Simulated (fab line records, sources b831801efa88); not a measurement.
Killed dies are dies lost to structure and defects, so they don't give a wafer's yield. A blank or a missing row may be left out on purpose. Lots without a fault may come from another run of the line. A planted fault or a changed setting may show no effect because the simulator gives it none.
A struck lot beside a sound one | flow sfq_line | 42 steps out of a route of 325
Sound: wafers L466.1, L466.2, L466.4. Struck: wafer L459.3. (L459.4, L459.5 of the same lot were not struck and are left out.) The cause comes at the end.
At each step with rows: each side's tool, then ch and its chambers, then its first start. Under that, the readings that differ: sound wafers | struck wafers | difference of the means | sigmas: that difference in standard deviations of wafers without a fault.
alike: readings whose means differ by less than 2 such deviations, and words and numbers that are the same on both sides. not compared: withheld readings, readings that some wafer has no value for, bounds like >300 that may hide the same value, and numbers for which the record gives no deviation and whose values overlap.
The two part at a step that has a row with sigmas, a row that says differs or no value, or rows on one side only. Numbers that don't overlap but have no deviation are shown without sigmas and don't part them. A reading that every wafer of one side lacks parts them only if that side has two wafers or more.

first, 6 steps without rows for these wafers: SFQ_TRILAYER_M2_LITHO_COAT_062 (resist thk 62 nm); SFQ_TRILAYER_M2_LITHO_COAT_057 (resist thk 600 nm); SFQ_TRILAYER_M2_LITHO_SOFTBAKE_061; SFQ_TRILAYER_M2_LITHO_EXPOSE_058 (exposes mask M2, target cd 500 nm); SFQ_TRILAYER_M2_LITHO_PEB_060 (peb time 60 s); SFQ_TRILAYER_M2_LITHO_DEVELOP_059 (time 60 s).
SFQ_M2_OVL_MEAS_916:
  sound on overlay-01, day 36 04:29; struck on overlay-02, day 34 00:40
  alike: M2_OVL
SFQ_TRILAYER_M2_BARC_OPEN_METAL_ETCH_077: etches BARC in O2, target depth 125 nm, time 41.7 s.
  sound on rie_metal-02 ch 0,1, day 36 04:31; struck on rie_metal-04 ch 0, day 34 00:43
  alike: drypump_motor_current_A, oes_product_au
  not compared: rf_hours_counter_h
then, 4 steps without rows for these wafers: SFQ_TRILAYER_M2_ETCH_METAL_ETCH_060 (etches Nb in Cl2/Ar, stops on SiO2, target depth 240 nm, time 120 s); SFQ_TRILAYER_M2_STRIP_STRIP_061 (strips in O2); SFQ_TRILAYER_M2_STRIP_SOLV_CLEAN_062 (cleans in NMP, time 600 s); SFQ_TRILAYER_I2_DEP_PECVD_063 (deposits SiO2 from SiH4/N2O, time 111.11 s, target thk 500 nm).
SFQ_TRILAYER_I2_CMP_CMP_064: polishes SiO2.
  sound on cmp-02 ch 0,2,3, day 36 05:34; struck on cmp-01 ch 3, day 34 03:14
  reading                                             | sound             | struck | difference | sigmas
  motor_current_A (A)                                 | 10.2 9.5 9.0      | 11.9   | +2.3       | +2
  time_to_endpoint_s (s)                              | 220 220 220       | 249    | +29        | +4
  model.SiO2_of_TRILAYER_I2_DEP_PECVD_063.thk_nm (nm) | 199.9 199.9 200.3 | 150    | -50        |
SFQ_I2_BOW_MEAS_917:
  sound on film_metro-04, day 36 08:34; struck on film_metro-04, day 34 04:46
  alike: I2_BOW
SFQ_TRILAYER_I2_METRO_MEASURE_065:
  sound on film_metro-04, day 36 08:41; struck on film_metro-04, day 34 05:15
  reading     | sound             | struck | difference | sigmas
  thk_nm (nm) | 199.9 199.8 200.3 | 149.9  | -50.1      | -58
then, 6 steps without rows for these wafers: SFQ_TRILAYER_I2_VIA_LITHO_COAT_072 (resist thk 62 nm); SFQ_TRILAYER_I2_VIA_LITHO_COAT_067 (resist thk 650 nm); SFQ_TRILAYER_I2_VIA_LITHO_SOFTBAKE_071; SFQ_TRILAYER_I2_VIA_LITHO_EXPOSE_068 (exposes mask I2, target cd 500 nm); SFQ_TRILAYER_I2_VIA_LITHO_PEB_070 (peb time 60 s); SFQ_TRILAYER_I2_VIA_LITHO_DEVELOP_069 (time 60 s).
-- the record jumps here: 6 days lie between the struck wafers' starts before and after --
SFQ_I2_OVL_MEAS_918:
  sound on overlay-02, day 42 14:43; struck on overlay-02, day 40 12:19
  alike: I2_OVL
then, 1 step without rows for these wafers: SFQ_TRILAYER_I2_VIA_BARC_OPEN_VIA_ETCH_096 (etches BARC in O2, target depth 125 nm, time 41.7 s).
SFQ_TRILAYER_I2_VIA_ETCH_VIA_ETCH_070: etches SiO2 in CHF3, stops on Nb, target depth 260 nm.
  sound on rie_diel-02 ch 0,2,3, day 42 14:47; struck on rie_diel-02 ch 2, day 40 12:23
  reading                        | sound             | struck | difference | sigmas
  oes_product_au (a.u.)          | 0.854 0.851 0.859 | 0.745  | -0.110     | -24
  model.etch.depth_nm (nm)       | 199.9 199.9 200.3 | 150    | -50        |
  model.I2.feature_depth_nm (nm) | 199.9 199.9 200.3 | 150    | -50        |
  alike: drypump_motor_current_A
SFQ_TRILAYER_I2_VIA_STRIP_STRIP_071: strips in O2.
  sound on rie_metal-01 ch 0,1, day 42 14:54; struck on rie_metal-02 ch 1, day 40 12:42
  alike: drypump_motor_current_A, oes_product_au
  not compared: rf_hours_counter_h
then, 1 step without rows for these wafers: SFQ_TRILAYER_I2_VIA_STRIP_SOLV_CLEAN_072 (cleans in NMP, time 600 s).
SFQ_TRILAYER_M3_DEP_PRE_CLEAN_074: time 22.5 s.
  sound on pvd_sputter-05, day 42 15:40; struck on pvd_sputter-04, day 40 13:16
  reading                                             | sound             | struck | difference | sigmas
  model.SiO2_of_TRILAYER_I2_DEP_PECVD_063.thk_nm (nm) | 192.4 192.4 192.8 | 142.5  | -50.0      |
SFQ_TRILAYER_M3_DEP_SPUTTER_073: material Nb, target thk 200 nm, time 133.3 s.
  sound on pvd_sputter-05, day 42 15:42; struck on pvd_sputter-04, day 40 13:18
  reading                | sound          | struck | difference | sigmas
  throttle_valve_pct (%) | 29.8 29.2 30.4 | 27.4   | -2.4       | -3
  alike: base_pressure_pa, chamber_pressure_pa
SFQ_M3_RS_MEAS_919: measures by four-point-probe.
  sound on film_metro-01, day 42 15:47; struck on film_metro-02, day 40 13:26
  alike: M3_NB_RS
then, 6 steps without rows for these wafers: SFQ_TRILAYER_M3_LITHO_COAT_080 (resist thk 62 nm); SFQ_TRILAYER_M3_LITHO_COAT_075 (resist thk 600 nm); SFQ_TRILAYER_M3_LITHO_SOFTBAKE_079; SFQ_TRILAYER_M3_LITHO_EXPOSE_076 (exposes mask M3, target cd 500 nm); SFQ_TRILAYER_M3_LITHO_PEB_078 (peb time 60 s); SFQ_TRILAYER_M3_LITHO_DEVELOP_077 (time 60 s).
-- the record jumps here: 6 days lie between the struck wafers' starts before and after --
SFQ_M3_OVL_MEAS_921:
  sound on overlay-02, day 48 02:19; struck on overlay-02, day 46 17:20
  reading     | sound    | struck | difference | sigmas
  M3_OVL (nm) | -10 1 -7 | 7      | +12        | +2
SFQ_TRILAYER_M3_BARC_OPEN_METAL_ETCH_100: etches BARC in O2, target depth 125 nm, time 41.7 s.
  sound on rie_metal-04 ch 0,1, day 48 02:20; struck on rie_metal-03 ch 0, day 46 17:23
  reading                     | sound          | struck | difference | sigmas
  drypump_motor_current_A (A) | 5.93 5.80 5.79 | 6.42   | +0.58      | +2
  alike: oes_product_au
  not compared: rf_hours_counter_h
SFQ_TRILAYER_M3_ETCH_METAL_ETCH_078: etches Nb in Cl2/Ar, stops on SiO2, target depth 240 nm, time 120 s.
  sound on rie_metal-04 ch 0,1, day 48 02:24; struck on rie_metal-03 ch 0, day 46 17:30
  reading                     | sound          | struck | difference | sigmas
  drypump_motor_current_A (A) | 5.94 5.78 5.77 | 6.39   | +0.56      | +2
  alike: oes_product_au
  not compared: rf_hours_counter_h
then, 3 steps without rows for these wafers: SFQ_TRILAYER_M3_STRIP_STRIP_079 (strips in O2); SFQ_TRILAYER_M3_STRIP_SOLV_CLEAN_080 (cleans in NMP, time 600 s); SFQ_TRILAYER_I3_DEP_PECVD_081 (deposits SiO2 from SiH4/N2O, time 111.11 s, target thk 500 nm).
-- the record jumps here: 38 days lie between the struck wafers' starts before and after --
SFQ_M8_BOW_MEAS_951:
  sound on film_metro-04, day 85 19:16; struck on film_metro-04, day 85 04:10
  reading                 | sound             | struck | difference | sigmas
  model.etest.i2.link_ohm | 1.979 1.979 1.984 | 1.926  | -0.055     |
  alike: M8_BOW

WHERE THEY PART
First at SFQ_TRILAYER_I2_CMP_CMP_064; last, within this record, at SFQ_TRILAYER_M3_ETCH_METAL_ETCH_078. Later steps at which nothing parts them and some readings are alike: SFQ_M8_BOW_MEAS_951.

WHY: what the simulator had put in
Process parameter drift: cmp-01, from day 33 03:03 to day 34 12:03, at SFQ_TRILAYER_I2_CMP_CMP_064. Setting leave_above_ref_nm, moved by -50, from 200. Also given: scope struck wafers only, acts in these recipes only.
